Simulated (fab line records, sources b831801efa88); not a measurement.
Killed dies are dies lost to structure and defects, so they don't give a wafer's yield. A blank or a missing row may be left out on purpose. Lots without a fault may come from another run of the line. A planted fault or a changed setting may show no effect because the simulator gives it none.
Which tool did it? | flow sky130 | 11 lots, 33 wafers sampled, at 3 steps of a route of 708

WHAT THE GAUGES READ, wafer by wafer
SKY_SD_P_TW_MEAS_11.
lot  | measured     | on            | SD_P_TW
L678 | day 27 14:58 | film_metro-01 | 2809 2821 2824
L680 | day 28 15:17 | film_metro-04 | 2820 2818 2822
L681 | day 28 13:49 | film_metro-03 | 2809 2820 2812
L683 | day 29 02:25 | film_metro-04 | 2819 2839 2831
L684 | day 29 13:23 | film_metro-04 | 2810 2836 2806
L685 | day 29 21:56 | film_metro-04 | 2839 2838 2825
L686 | day 30 11:56 | film_metro-04 | 2695 2702 2697
L689 | day 31 03:35 | film_metro-03 | 2699 2707 2725
L690 | day 31 14:53 | film_metro-04 | 2832 2837 2818
L694 | day 32 18:41 | film_metro-03 | 2808 2808 2806
L695 | day 32 20:59 | film_metro-03 | 2812 2796 2801

WHICH TOOL RAN EACH LOT (tool, then ch and the chambers of the sampled wafers, then the start)
lot  | SKY_SD_P_IMPLANT_09             | SKY_SD_P_STRIP_10
L678 | implanter-02 ch 0, day 27 14:43 | plasma_asher-02 ch 0,1, day 27 14:52
L680 | implanter-02 ch 0, day 28 15:02 | plasma_asher-04 ch 0,1, day 28 15:11
L681 | implanter-01 ch 0, day 28 13:34 | plasma_asher-03 ch 0,1, day 28 13:43
L683 | implanter-02 ch 0, day 29 02:11 | plasma_asher-02 ch 0,1, day 29 02:19
L684 | implanter-04 ch 0, day 29 13:10 | plasma_asher-04 ch 1, day 29 13:17
L685 | implanter-02 ch 0, day 29 21:41 | plasma_asher-04 ch 0,1, day 29 21:50
L686 | implanter-02 ch 0, day 30 11:43 | plasma_asher-03 ch 0,1, day 30 11:50
L689 | implanter-02 ch 0, day 31 03:22 | plasma_asher-04 ch 0,1, day 31 03:29
L690 | implanter-04 ch 0, day 31 14:38 | plasma_asher-03 ch 0,1, day 31 14:47
L694 | implanter-01 ch 0, day 32 18:28 | plasma_asher-04 ch 0,1, day 32 18:36
L695 | implanter-01 ch 0, day 32 20:44 | plasma_asher-03 ch 0,1, day 32 20:53
- SKY_SD_P_IMPLANT_09
- SKY_SD_P_STRIP_10: strips in O2/N2.

THE ANSWER, worked out from the rows above alone
Rule: what is usual is taken from the lots themselves. Put in order of their means at a reading, lots are off if they are a third of the lots or fewer, leave a main group of 4 or more, and stand apart from it by a gap of 3 or more times the standard deviation of the main group's means; of several such gaps the widest counts. A main group whose means are all the same, to the digits that the tables above print for the reading, isn't used. A lot without any number at a reading at which 4 lots or more have one is off too. The other lots that the step has rows for count as sound.
Off: L686, L689, at SKY_SD_P_TW_MEAS_11 (SD_P_TW). The main group: mean 2819, standard deviation 9.8.
A tool fits if, at a process step before that reading, it ran every lot that is off, and no sound lot after the first of them. The gauges at SKY_SD_P_TW_MEAS_11 are tried like those tools. One fits: implanter-02 at SKY_SD_P_IMPLANT_09. Its last sound lot is L685 (day 29 21:41), its first lot that is off L686 (day 30 11:43): a fault that began between those two fits.

WHAT THE SIMULATOR HAD PUT IN
Process parameter drift: implanter-02, from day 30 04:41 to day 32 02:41, at SKY_SD_P_IMPLANT_09. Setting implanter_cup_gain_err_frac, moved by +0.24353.
Lots struck among those shown: L686, L689. The rule above found the same.
